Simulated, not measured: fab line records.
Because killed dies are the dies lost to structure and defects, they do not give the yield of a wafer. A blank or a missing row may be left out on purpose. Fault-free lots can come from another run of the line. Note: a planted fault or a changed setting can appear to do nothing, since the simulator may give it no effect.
The tool behind it: which one? :: flow sky130 :: Sampling: 10 lots, 30 wafers, 4 of 708 route steps

== WHAT THE GAUGES READ, wafer by wafer ==
SKY_RES_PROTECT_TW_MEAS_08. Usual: POLY_GATE_TW 4086, standard deviation 34.
lot: L948
measured: day 15 01:38
on: film-metro-04
POLY_GATE_TW: 4108 4124 4112
flag: 

lot: L949
measured: day 15 04:08
on: film-metro-02
POLY_GATE_TW: 4124 4087 4089
flag: 

lot: L953
measured: day 16 17:50
on: film-metro-03
POLY_GATE_TW: 4055 4053 4061
flag: 

lot: L955
measured: day 17 07:47
on: film-metro-02
POLY_GATE_TW: 4113 4114 4131
flag: 

lot: L960
measured: day 19 07:40
on: film-metro-04
POLY_GATE_TW: 4081 4070 4095
flag: 

lot: L963
measured: day 20 19:27
on: film-metro-04
POLY_GATE_TW: 4111 4128 4123
flag: 

lot: L964
measured: day 20 19:50
on: film-metro-03
POLY_GATE_TW: 3747 3722 3737 3741 3737 3747
flag: OFF

lot: L965
measured: day 21 07:08
on: film-metro-02
POLY_GATE_TW: 3775 3743 3758 3762 3764 3779
flag: OFF

lot: L966
measured: day 21 07:23
on: film-metro-03
POLY_GATE_TW: 4052 4014 4052
flag: 

lot: L971
measured: day 23 03:55
on: film-metro-04
POLY_GATE_TW: 4129 4125 4126
flag: 

== TOOL THAT RAN EACH LOT (tool first, then ch and the chambers of the sampled wafers, then the start) ==
lot: L948
SKY_SONOS_ONO_STRIP_17: plasma-asher-02 ch 0, day 12 14:35
SKY_POLY_GATE_IMPLANT_02: implanter-03 ch 0, day 15 01:23
SKY_RES_PROTECT_STRIP_07: plasma-asher-03 ch 0,1, day 15 01:32

lot: L949
SKY_SONOS_ONO_STRIP_17: plasma-asher-02 ch 1, day 12 16:20
SKY_POLY_GATE_IMPLANT_02: implanter-02 ch 0, day 15 03:51
SKY_RES_PROTECT_STRIP_07: plasma-asher-03 ch 0,1, day 15 03:59

lot: L953
SKY_SONOS_ONO_STRIP_17: plasma-asher-02 ch 0, day 14 06:25
SKY_POLY_GATE_IMPLANT_02: implanter-03 ch 0, day 16 17:35
SKY_RES_PROTECT_STRIP_07: plasma-asher-03 ch 0,1, day 16 17:43

lot: L955
SKY_SONOS_ONO_STRIP_17: plasma-asher-01 ch 0,1, day 14 18:49
SKY_POLY_GATE_IMPLANT_02: implanter-02 ch 0, day 17 07:32
SKY_RES_PROTECT_STRIP_07: plasma-asher-01 ch 0,1, day 17 07:41

lot: L960
SKY_SONOS_ONO_STRIP_17: plasma-asher-04 ch 0,1, day 16 15:23
SKY_POLY_GATE_IMPLANT_02: implanter-03 ch 0, day 19 07:26
SKY_RES_PROTECT_STRIP_07: plasma-asher-03 ch 0,1, day 19 07:34

lot: L963
SKY_SONOS_ONO_STRIP_17: plasma-asher-04 ch 0,1, day 17 23:21
SKY_POLY_GATE_IMPLANT_02: implanter-02 ch 0, day 20 19:11
SKY_RES_PROTECT_STRIP_07: plasma-asher-03 ch 0,1, day 20 19:21

lot: L964
SKY_SONOS_ONO_STRIP_17: plasma-asher-01 ch 0,1, day 17 23:41
SKY_POLY_GATE_IMPLANT_02: implanter-03 ch 0, day 20 19:37
SKY_RES_PROTECT_STRIP_07: plasma-asher-04 ch 0,1, day 20 19:46

lot: L965
SKY_SONOS_ONO_STRIP_17: plasma-asher-02 ch 0,1, day 18 04:08
SKY_POLY_GATE_IMPLANT_02: implanter-03 ch 0, day 21 06:52
SKY_RES_PROTECT_STRIP_07: plasma-asher-04 ch 0,1, day 21 07:01

lot: L966
SKY_SONOS_ONO_STRIP_17: plasma-asher-04 ch 0,1, day 18 11:26
SKY_POLY_GATE_IMPLANT_02: implanter-04 ch 0, day 21 07:09
SKY_RES_PROTECT_STRIP_07: plasma-asher-04 ch 0,1, day 21 07:16

lot: L971
SKY_SONOS_ONO_STRIP_17: plasma-asher-02 ch 1, day 20 09:26
SKY_POLY_GATE_IMPLANT_02: implanter-02 ch 0, day 23 03:41
SKY_RES_PROTECT_STRIP_07: plasma-asher-04 ch 0,1, day 23 03:49
- SKY_SONOS_ONO_STRIP_17: strips in O2/N2.
- SKY_POLY_GATE_IMPLANT_02
- SKY_RES_PROTECT_STRIP_07: strips in O2/N2.

== WHAT THE TOOLS THEMSELVES READ (means of the sampled wafers that have a number; where no wafer has one, the mark that the record gives instead) ==
SKY_SONOS_ONO_STRIP_17. Usual: drypump-motor-current-A 5.7 A, standard deviation 0.62; oes-product-au 0.710 a.u., standard deviation 0.0044; strip-time-to-endpoint-s 14.09 s, standard deviation 0.039.
lot: L948
tool: plasma-asher-02
drypump-motor-current-A (A): 6.3
oes-product-au (a.u.): 0.711
strip-time-to-endpoint-s (s): 14.07
flag: 

lot: L949
tool: plasma-asher-02
drypump-motor-current-A (A): 5.1
oes-product-au (a.u.): 0.716
strip-time-to-endpoint-s (s): 14.02
flag: 

lot: L953
tool: plasma-asher-02
drypump-motor-current-A (A): 6.2
oes-product-au (a.u.): 0.708
strip-time-to-endpoint-s (s): 14.16
flag: 

lot: L955
tool: plasma-asher-01
drypump-motor-current-A (A): 5.7
oes-product-au (a.u.): 0.710
strip-time-to-endpoint-s (s): 14.09
flag: 

lot: L960
tool: plasma-asher-04
drypump-motor-current-A (A): 5.3
oes-product-au (a.u.): 0.707
strip-time-to-endpoint-s (s): 14.11
flag: 

lot: L963
tool: plasma-asher-04
drypump-motor-current-A (A): 5.9
oes-product-au (a.u.): 0.706
strip-time-to-endpoint-s (s): 14.04
flag: 

lot: L964
tool: plasma-asher-01
drypump-motor-current-A (A): 6.0
oes-product-au (a.u.): 0.712
strip-time-to-endpoint-s (s): 14.03
flag: 

lot: L965
tool: plasma-asher-02
drypump-motor-current-A (A): 5.9
oes-product-au (a.u.): 0.712
strip-time-to-endpoint-s (s): 14.11
flag: 

lot: L966
tool: plasma-asher-04
drypump-motor-current-A (A): 5.9
oes-product-au (a.u.): 0.711
strip-time-to-endpoint-s (s): 14.11
flag: 

lot: L971
tool: plasma-asher-02
drypump-motor-current-A (A): 5.2
oes-product-au (a.u.): 0.710
strip-time-to-endpoint-s (s): 14.10
flag: 

SKY_POLY_GATE_IMPLANT_02. Usual: beam-on-s 35.7 s, standard deviation 1.7; dose-ions-cm2 7.702e+15, standard deviation 7.7e+12; end-station-pressure-torr 1.08e-05 Torr, standard deviation 6.6e-07.
lot: L948
tool: implanter-03
beam-on-s (s): 37.5
dose-ions-cm2: 7.698e+15
end-station-pressure-torr (Torr): 1.01e-05
flag: 

lot: L949
tool: implanter-02
beam-on-s (s): 34.6
dose-ions-cm2: 7.703e+15
end-station-pressure-torr (Torr): 1.09e-05
flag: 

lot: L953
tool: implanter-03
beam-on-s (s): 37.8
dose-ions-cm2: 7.708e+15
end-station-pressure-torr (Torr): 1.03e-05
flag: 

lot: L955
tool: implanter-02
beam-on-s (s): 34.5
dose-ions-cm2: 7.706e+15
end-station-pressure-torr (Torr): 1.07e-05
flag: 

lot: L960
tool: implanter-03
beam-on-s (s): 38.0
dose-ions-cm2: 7.693e+15
end-station-pressure-torr (Torr): 1.03e-05
flag: 

lot: L963
tool: implanter-02
beam-on-s (s): 35.1
dose-ions-cm2: 7.704e+15
end-station-pressure-torr (Torr): 1.19e-05
flag: 

lot: L964
tool: implanter-03
beam-on-s (s): 15.9
dose-ions-cm2: 3.205e+15
end-station-pressure-torr (Torr): 1.28e-05
flag: OFF

lot: L965
tool: implanter-03
beam-on-s (s): 16.0
dose-ions-cm2: 3.201e+15
end-station-pressure-torr (Torr): 1.35e-05
flag: OFF

lot: L966
tool: implanter-04
beam-on-s (s): 33.8
dose-ions-cm2: 7.704e+15
end-station-pressure-torr (Torr): 1.14e-05
flag: 

lot: L971
tool: implanter-02
beam-on-s (s): 34.8
dose-ions-cm2: 7.700e+15
end-station-pressure-torr (Torr): 1.10e-05
flag: 

SKY_RES_PROTECT_STRIP_07. Usual: drypump-motor-current-A 5.6 A, standard deviation 0.62; oes-product-au 0.518 a.u., standard deviation 0.0046; strip-time-to-endpoint-s 23.31 s, standard deviation 0.041.
lot: L948
tool: plasma-asher-03
drypump-motor-current-A (A): 5.5
oes-product-au (a.u.): 0.517
strip-time-to-endpoint-s (s): 23.35
flag: 

lot: L949
tool: plasma-asher-03
drypump-motor-current-A (A): 5.6
oes-product-au (a.u.): 0.518
strip-time-to-endpoint-s (s): 23.34
flag: 

lot: L953
tool: plasma-asher-03
drypump-motor-current-A (A): 5.6
oes-product-au (a.u.): 0.517
strip-time-to-endpoint-s (s): 23.36
flag: 

lot: L955
tool: plasma-asher-01
drypump-motor-current-A (A): 5.7
oes-product-au (a.u.): 0.520
strip-time-to-endpoint-s (s): 23.31
flag: 

lot: L960
tool: plasma-asher-03
drypump-motor-current-A (A): 5.6
oes-product-au (a.u.): 0.512
strip-time-to-endpoint-s (s): 23.34
flag: 

lot: L963
tool: plasma-asher-03
drypump-motor-current-A (A): 5.6
oes-product-au (a.u.): 0.512
strip-time-to-endpoint-s (s): 23.35
flag: 

lot: L964
tool: plasma-asher-04
drypump-motor-current-A (A): 5.9
oes-product-au (a.u.): 0.569
strip-time-to-endpoint-s (s): 19.86
flag: OFF

lot: L965
tool: plasma-asher-04
drypump-motor-current-A (A): 5.3
oes-product-au (a.u.): 0.570
strip-time-to-endpoint-s (s): 19.77
flag: OFF

lot: L966
tool: plasma-asher-04
drypump-motor-current-A (A): 5.3
oes-product-au (a.u.): 0.519
strip-time-to-endpoint-s (s): 23.32
flag: 

lot: L971
tool: plasma-asher-04
drypump-motor-current-A (A): 5.3
oes-product-au (a.u.): 0.516
strip-time-to-endpoint-s (s): 23.33
flag: 

== THE ANSWER, worked out from the rows above alone ==
Rule: a lot is off if the mean of its wafers that have a number lies more than 3 standard deviations from the usual mean. A lot without any number at a reading at which 4 lots or more have one is off too. All remaining lots with rows at the step are treated as sound. First the gauges in route order, then the tools' own readings, where a lot's mean is used as printed above. At the first step where some lot is off, the reading lying furthest off is the one used; lots without a number count as furthest.
Off: L964, L965, seen at SKY_RES_PROTECT_TW_MEAS_08 (POLY_GATE_TW).
A tool fits if, at a process step before that reading, it ran every lot that is off, and no sound lot after the first of them. The gauges at SKY_RES_PROTECT_TW_MEAS_08 aren't tried: what is off there is off at SKY_POLY_GATE_IMPLANT_02 too, on other tools, and a gauge's error can't cause that. One candidate fits, namely implanter-03 at SKY_POLY_GATE_IMPLANT_02. Its last sound lot is L960 (day 19 07:26), its first lot that is off L964 (day 20 19:37): a fault that began between those two fits.
The tool's own readings at SKY_POLY_GATE_IMPLANT_02 bear it out: on the lots that are off they differ by more than 5 times the standard deviation of the sound lots' means. beam-on-s reads 15.9 s there against 35.8 s on the sound lots; dose-ions-cm2 reads 3.203e+15 there against 7.702e+15 on the sound lots.

== WHAT THE SIMULATOR HAD PUT IN ==
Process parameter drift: implanter-03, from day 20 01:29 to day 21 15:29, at SKY_POLY_GATE_IMPLANT_02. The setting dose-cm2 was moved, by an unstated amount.
Lots struck among those shown: L964, L965. This agrees with what the rule above found.
